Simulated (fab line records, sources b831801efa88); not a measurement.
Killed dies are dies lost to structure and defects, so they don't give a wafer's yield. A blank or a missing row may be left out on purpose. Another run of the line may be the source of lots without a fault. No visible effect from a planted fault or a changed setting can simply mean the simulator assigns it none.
fab line records	flow sky130
record lots=11	wafers=33	lastDay=49
route steps=708 shown VT_ADJUST_HVTR@142 SONOS_ONO@171
lots with no fault: from the same line, run without faults
startH: hours from the record's first day to the start of the lot's first wafer shown	waitH: hours since the lot's step before	" identical to the entry in the row above	L1.1+2: one row covering several wafers at once	- no value present, or no start provided	* or withheld: withheld	< > ~ a bound
route shown NAME@n: a module of which the file shows steps, and the number in the route of the first	usual: mean/standard deviation taken from wafers without a fault	same: alike in all rows	chamber/n: place in a boat	sites: each site's reading	_std_site: standard deviation across them	_edge_site: the outer-site mean with the inner-site mean subtracted	radiusMm: how far each site lies from the wafer's centre	mask NAME#n: copy n	behind: the tool/chamber that last shaped the wafer	hold: the reason the lot was held/the length of the hold in hours/how it ended	device: which transistor (n, p or np) failed to switch	end of line: the same wafers' tests at the end of the route	a step without rows: its recipe alone	killed: at the first sort, the dies lost to defects and structure; wafer yield is something else	map: a wafer's dies, marking killed ones x, the rest . and places with no die _
set.NAME: the setting that was run; set.NAME@STEP: the one run at that earlier step	model.NAME: the simulator's own value behind a step, which no gauge read
one table for each step of the route and one row for each wafer, over a sample of lots
services: when a tool's chamber went out of use (startH, in hours from the record's first day, below 0 if earlier), for how many hours, and the reason
## steps
# step SKY_VT_ADJUST_HVTR_TW_MEAS_11
# usual VT_ADJUST_HVTR_TW=210.8/2
lot.wafer	tool	chamber	startH	waitH	VT_ADJUST_HVTR_TW
L235.2	filmMetro-02	-	217.67	0.1	209.7
L235.3	"	-	"	"	209.4
L235.4	"	-	"	"	210.1
L237.1	filmMetro-03	-	228.05	0.1	211.4
L237.3	"	-	"	"	211.3
L237.5	"	-	"	"	210.6
L238.2	filmMetro-01	-	232.31	0.1	214.8
L238.3	"	-	"	"	212.9
L238.5	"	-	"	"	212.6
L240.4	filmMetro-01	-	242.93	0.1	213.6
L240.5	"	-	"	"	213.0
L240.6	"	-	"	"	212.8
L241.3	filmMetro-03	-	248.13	0.1	210.8
L241.4	"	-	"	"	210.1
L241.5	"	-	"	"	209.5
L242.1	filmMetro-02	-	260.81	0.1	210.7
L242.3	"	-	"	"	209.5
L242.6	"	-	"	"	209.6
L243.1	filmMetro-03	-	264.90	0.1	210.2
L243.3	"	-	"	"	209.9
L243.4	"	-	"	"	209.2
L244.3	filmMetro-01	-	269.97	0.1	213.6
L244.4	"	-	"	"	213.0
L244.5	"	-	"	"	213.9
L246.1	filmMetro-01	-	283.01	0.1	214.2
L246.3	"	-	"	"	213.6
L246.4	"	-	"	"	213.2
L250.3	filmMetro-02	-	311.19	0.1	208.0
L250.4	"	-	"	"	208.9
L250.6	"	-	"	"	208.3
L254.1	filmMetro-02	-	341.20	0.1	208.1
L254.2	"	-	"	"	207.3
L254.5	"	-	"	"	207.8
# step SKY_SONOS_ONO_THK_MEAS_03
# recipe reads=Si3N4_of_SONOS_ONO_CVD_02
# usual SONOS_ONO_CVD_02_THK=10.45/0.14
lot.wafer	tool	chamber	startH	waitH	SONOS_ONO_CVD_02_THK[nm]
L235.2	filmMetro-04	-	268.30	0.0	10.42
L235.3	"	-	"	"	10.42
L235.4	"	-	"	"	10.60
L237.1	filmMetro-02	-	282.38	0.0	10.39
L237.3	"	-	"	"	10.49
L237.5	"	-	"	"	10.33
L238.2	filmMetro-01	-	286.43	0.0	10.42
L238.3	"	-	"	"	10.37
L238.5	"	-	"	"	10.42
L240.4	filmMetro-02	-	295.41	0.0	10.62
L240.5	"	-	"	"	10.49
L240.6	"	-	"	"	10.53
L241.3	filmMetro-04	-	300.91	0.0	10.18
L241.4	"	-	"	"	10.21
L241.5	"	-	"	"	10.18
L242.1	filmMetro-04	-	318.92	0.0	10.25
L242.3	"	-	"	"	10.27
L242.6	"	-	"	"	10.31
L243.1	filmMetro-02	-	323.49	0.0	10.39
L243.3	"	-	"	"	10.34
L243.4	"	-	"	"	10.44
L244.3	filmMetro-04	-	327.76	0.0	10.33
L244.4	"	-	"	"	10.13
L244.5	"	-	"	"	10.33
L246.1	filmMetro-01	-	341.34	0.0	10.54
L246.3	"	-	"	"	10.47
L246.4	"	-	"	"	10.51
L250.3	filmMetro-02	-	371.95	0.1	10.42
L250.4	"	-	"	"	10.47
L250.6	"	-	"	"	10.45
L254.1	filmMetro-01	-	401.01	0.0	10.58
L254.2	"	-	"	"	10.39
L254.5	"	-	"	"	10.46
# step SKY_SONOS_ONO_CVD_04
# recipe material=SiO2	precursor=SiH4/N2O	targetThkNm=5.7199	tempC=900	pressureMtorr=400
# usual spikeTcBottomC=918.2/1.9	spikeTcCentreC=901.6/0.99	spikeTcLowerC=900.8/1.2	spikeTcTopC=911.2/1.7	spikeTcUpperC=899.8/1	susceptorTempC=900.0/0.39	zonePowerBottomPct=30.7/2.4	zonePowerCentrePct=18.54/0.27	zonePowerLowerPct=16.8/0.98
lot.wafer	tool	chamber	startH	waitH	spikeTcBottomC	spikeTcCentreC	spikeTcLowerC	spikeTcTopC	spikeTcUpperC	susceptorTempC	zonePowerBottomPct	zonePowerCentrePct	zonePowerLowerPct
L235.2	lpcvd-03	1	268.35	0.0	918.8	902.1	900.4	908.3	900.2	900.2	28.6	18.38	15.8
L235.3	"	1	"	"	919.5	901.3	901.0	910.6	901.4	900.0	28.8	18.81	16.1
L235.4	"	1	"	"	920.0	902.6	901.5	911.9	899.1	900.3	28.4	18.52	15.8
L237.1	lpcvd-03	0	282.44	0.1	915.3	902.5	899.9	912.8	900.1	900.1	33.3	18.44	17.8
L237.3	"	0	"	"	917.3	902.9	900.7	913.8	901.1	899.8	33.0	18.29	17.8
L237.5	"	0	"	"	917.5	902.3	899.7	914.0	899.7	900.3	33.7	18.38	17.8
L238.2	lpcvd-03	0	286.48	0.0	916.0	901.2	900.2	913.8	900.5	899.4	33.1	18.10	17.7
L238.3	"	0	"	"	915.5	903.6	899.5	913.9	900.6	900.0	33.3	18.55	18.0
L238.5	"	0	"	"	917.6	901.8	901.9	913.4	899.3	899.5	32.7	18.01	17.9
L240.4	lpcvd-03	0	295.44	0.0	916.8	902.9	900.5	913.5	898.3	899.6	33.0	18.36	17.9
L240.5	"	0	"	"	915.7	900.9	900.9	911.9	900.4	899.2	33.2	18.32	17.8
L240.6	"	0	"	"	916.2	901.5	899.9	913.2	900.1	899.4	33.2	18.70	17.5
L241.3	lpcvd-03	0	300.95	0.0	915.2	903.5	902.1	913.1	898.4	900.1	33.7	18.32	17.8
L241.4	"	0	"	"	915.5	901.3	899.9	913.7	899.5	899.8	33.1	18.19	17.4
L241.5	"	0	"	"	917.8	901.8	901.0	913.0	898.0	900.3	32.9	18.44	18.1
L242.1	lpcvd-03	1	318.98	0.1	919.5	900.2	900.6	910.2	899.5	900.4	29.1	18.71	15.8
L242.3	"	1	"	"	917.4	902.7	899.5	909.2	900.0	900.7	28.7	18.89	16.1
L242.6	"	1	"	"	920.4	901.4	902.2	910.4	899.1	900.4	28.7	18.88	15.7
L243.1	lpcvd-03	0	323.55	0.1	915.4	902.0	899.1	911.8	898.5	899.9	33.5	18.63	17.6
L243.3	"	0	"	"	915.4	902.1	901.7	912.2	901.9	899.9	33.2	18.23	17.6
L243.4	"	0	"	"	916.3	901.0	898.6	911.2	898.4	899.9	33.2	18.53	17.9
L244.3	lpcvd-03	0	327.80	0.0	915.9	901.2	898.7	911.4	899.8	900.1	33.6	18.52	18.0
L244.4	"	0	"	"	916.7	900.5	899.8	911.4	900.2	900.7	33.2	18.35	18.2
L244.5	"	0	"	"	914.8	901.8	901.4	913.2	900.5	900.1	33.6	18.67	17.7
L246.1	lpcvd-03	1	341.40	0.1	920.5	901.2	901.5	909.2	899.1	899.8	28.7	18.77	15.7
L246.3	"	1	"	"	918.8	902.2	901.7	908.7	899.2	900.2	28.1	18.68	15.8
L246.4	"	1	"	"	920.1	901.0	900.0	909.7	900.7	900.1	28.6	18.78	15.9
L250.3	lpcvd-03	1	373.19	1.2	922.2	901.4	900.5	908.7	900.0	900.6	29.0	18.74	16.0
L250.4	"	1	"	"	918.7	900.6	902.0	909.2	900.1	900.8	28.6	18.43	16.2
L250.6	"	1	"	"	921.0	900.2	900.8	910.9	900.3	899.9	28.2	19.10	15.9
L254.1	lpcvd-03	0	401.07	0.1	969.1	953.5	950.5	963.7	949.2	951.0	38.2	21.28	20.2
L254.2	"	0	"	"	967.9	952.2	949.2	965.1	951.6	950.8	37.9	20.64	20.2
L254.5	"	0	"	"	967.2	951.8	953.3	962.9	950.0	951.1	38.4	20.87	20.0
# step SKY_SONOS_ONO_THK_MEAS_05
# recipe reads=SiO2_of_SONOS_ONO_CVD_04
# usual SONOS_ONO_CVD_04_THK=5.70/0.097
lot.wafer	tool	chamber	startH	waitH	SONOS_ONO_CVD_04_THK[nm]
L235.2	filmMetro-04	-	269.61	0.0	5.55
L235.3	"	-	"	"	5.67
L235.4	"	-	"	"	5.64
L237.1	filmMetro-01	-	283.69	0.0	5.57
L237.3	"	-	"	"	5.59
L237.5	"	-	"	"	5.72
L238.2	filmMetro-04	-	287.74	0.0	5.50
L238.3	"	-	"	"	5.64
L238.5	"	-	"	"	5.64
L240.4	filmMetro-04	-	296.72	0.0	5.70
L240.5	"	-	"	"	5.79
L240.6	"	-	"	"	5.90
L241.3	filmMetro-04	-	302.22	0.0	5.69
L241.4	"	-	"	"	5.66
L241.5	"	-	"	"	5.58
L242.1	filmMetro-04	-	320.23	0.0	5.81
L242.3	"	-	"	"	5.85
L242.6	"	-	"	"	5.76
L243.1	filmMetro-01	-	324.80	0.0	5.73
L243.3	"	-	"	"	5.55
L243.4	"	-	"	"	5.66
L244.3	filmMetro-02	-	329.07	0.0	5.69
L244.4	"	-	"	"	5.84
L244.5	"	-	"	"	5.74
L246.1	filmMetro-02	-	342.65	0.0	5.68
L246.3	"	-	"	"	5.76
L246.4	"	-	"	"	5.71
L250.3	filmMetro-02	-	374.46	0.0	5.58
L250.4	"	-	"	"	5.50
L250.6	"	-	"	"	5.47
L254.1	filmMetro-02	-	402.32	0.0	8.98
L254.2	"	-	"	"	9.02
L254.5	"	-	"	"	9.05
# step SKY_SONOS_ONO_STRIP_17
# recipe chemistry=O2/N2	powerW=1400	pressureMtorr=1500	platenTempC=withheld	o2FlowSccm=3000	n2FlowSccm=300	overashFraction=0.5
# usual chamberPressureMTorr=1500.0/1.4	drypumpMotorCurrentA=5.54/0.18	oesProductAu=0.710/0.0047	stripTimeToEndpointS=14.10/0.039
lot.wafer	tool	chamber	startH	waitH	chamberPressureMTorr	drypumpMotorCurrentA	oesProductAu	rfHoursCounterH	stripTimeToEndpointS
L235.2	plasmaAsher-04	1	294.97	0.0	1499.3	5.92	0.709	49	14.06
L235.3	"	1	"	"	1500.6	5.89	0.707	-	14.04
L235.4	"	0	"	"	1499.8	5.58	0.711	-	14.06
L237.1	plasmaAsher-02	1	309.67	0.0	1496.6	5.38	0.709	60	14.04
L237.3	"	0	"	"	1501.2	5.48	0.716	-	14.11
L237.5	"	0	"	"	1500.5	5.46	0.703	-	14.08
L238.2	plasmaAsher-02	0	313.70	0.0	1502.4	5.47	0.714	60	14.03
L238.3	"	0	"	"	1500.8	5.48	0.712	-	14.08
L238.5	"	0	"	"	1498.1	5.48	0.716	-	14.08
L240.4	plasmaAsher-04	0	323.08	0.0	1499.3	5.57	0.709	-	14.06
L240.5	"	0	"	"	1500.2	5.58	0.711	-	14.00
L240.6	"	1	"	"	1497.3	5.92	0.712	-	14.05
L241.3	plasmaAsher-02	0	328.17	0.0	1500.8	5.47	0.704	-	14.12
L241.4	"	1	"	"	1499.1	5.37	0.697	-	14.08
L241.5	"	0	"	"	1497.6	5.48	0.708	-	14.08
L242.1	plasmaAsher-04	1	346.91	0.0	1498.2	5.93	0.707	54	14.15
L242.3	"	0	"	"	1500.3	5.58	0.711	-	14.11
L242.6	"	0	"	"	1498.3	5.60	0.709	-	14.09
L243.1	plasmaAsher-04	0	351.85	0.0	1500.9	5.62	0.707	54	14.07
L243.3	"	1	"	"	1500.9	5.92	0.717	-	14.11
L243.4	"	0	"	"	1499.1	5.59	0.707	-	14.10
L244.3	plasmaAsher-02	0	356.23	0.0	1500.6	5.47	0.708	-	14.13
L244.4	"	1	"	"	1499.4	5.35	0.706	-	14.13
L244.5	"	0	"	"	1501.4	5.47	0.712	-	14.10
L246.1	plasmaAsher-02	0	370.26	0.0	1500.4	5.47	0.707	65	14.11
L246.3	"	1	"	"	1500.3	5.40	0.706	-	14.11
L246.4	"	0	"	"	1501.1	5.47	0.705	-	14.10
L250.3	plasmaAsher-02	0	404.45	0.0	1500.8	5.48	0.705	-	14.13
L250.4	"	1	"	"	1500.3	5.37	0.712	-	14.11
L250.6	"	1	"	"	1500.6	5.38	0.703	-	14.12
L254.1	plasmaAsher-03	0	433.35	0.0	1502.0	5.49	0.711	75	14.07
L254.2	"	1	"	"	1501.6	5.43	0.702	75	14.02
L254.5	"	1	"	"	1500.1	5.42	0.707	-	14.05
## services
tool	chamber	startH	hours	kind
lpcvd-03	-	257.49	0.9	repair
plasmaAsher-03	-	306.76	8.0	repair
plasmaAsher-02	-	343.67	8.5	repair
plasmaAsher-04	-	384.51	4.2	repair
plasmaAsher-02	-	421.25	9.0	pm
plasmaAsher-02	0	421.25	9.0	ventCycle
plasmaAsher-02	1	421.25	9.0	ventCycle
plasmaAsher-02	0	430.25	-	clean
plasmaAsher-02	1	430.25	-	clean
## key
firstSign step=SKY_SONOS_ONO_CVD_04	reading=susceptorTempC	direction=up	sigmas=99+	usual=*	struck=*
effect step=SKY_SONOS_ONO_CVD_04	reading=spikeTcCentreC	direction=up	sigmas=51	usual=901.6	struck=952.5
effect step=SKY_SONOS_ONO_THK_MEAS_05	reading=SONOS_ONO_CVD_04_THK	direction=up	sigmas=34	usual=5.70	struck=9.02
metAt SKY_SONOS_ONO_CVD_04
struckLots L254
struckWafers L254.1,L254.2,L254.5
testerLeftOut L254
notActingAt SKY_VT_ADJUST_HVTR_TW_MEAS_11,SKY_SONOS_ONO_THK_MEAS_03,SKY_SONOS_ONO_STRIP_17
onsetBetween 327.80 401.07
fault kind=processParameterDrift	tool=lpcvd-03	chamber=0	onsetH=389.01	steps=SKY_SONOS_ONO_CVD_04	channel=tempC	offset=*	shape=step	endH=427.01	stated=*
# testerLeftOut: of these lots the tester's yield and bins aren't shown, on N5 and GAA mostly nor the transistor test; their killed dies are dies lost to structure and defects alone, not to doping, threshold or leakage, so they don't give the yield
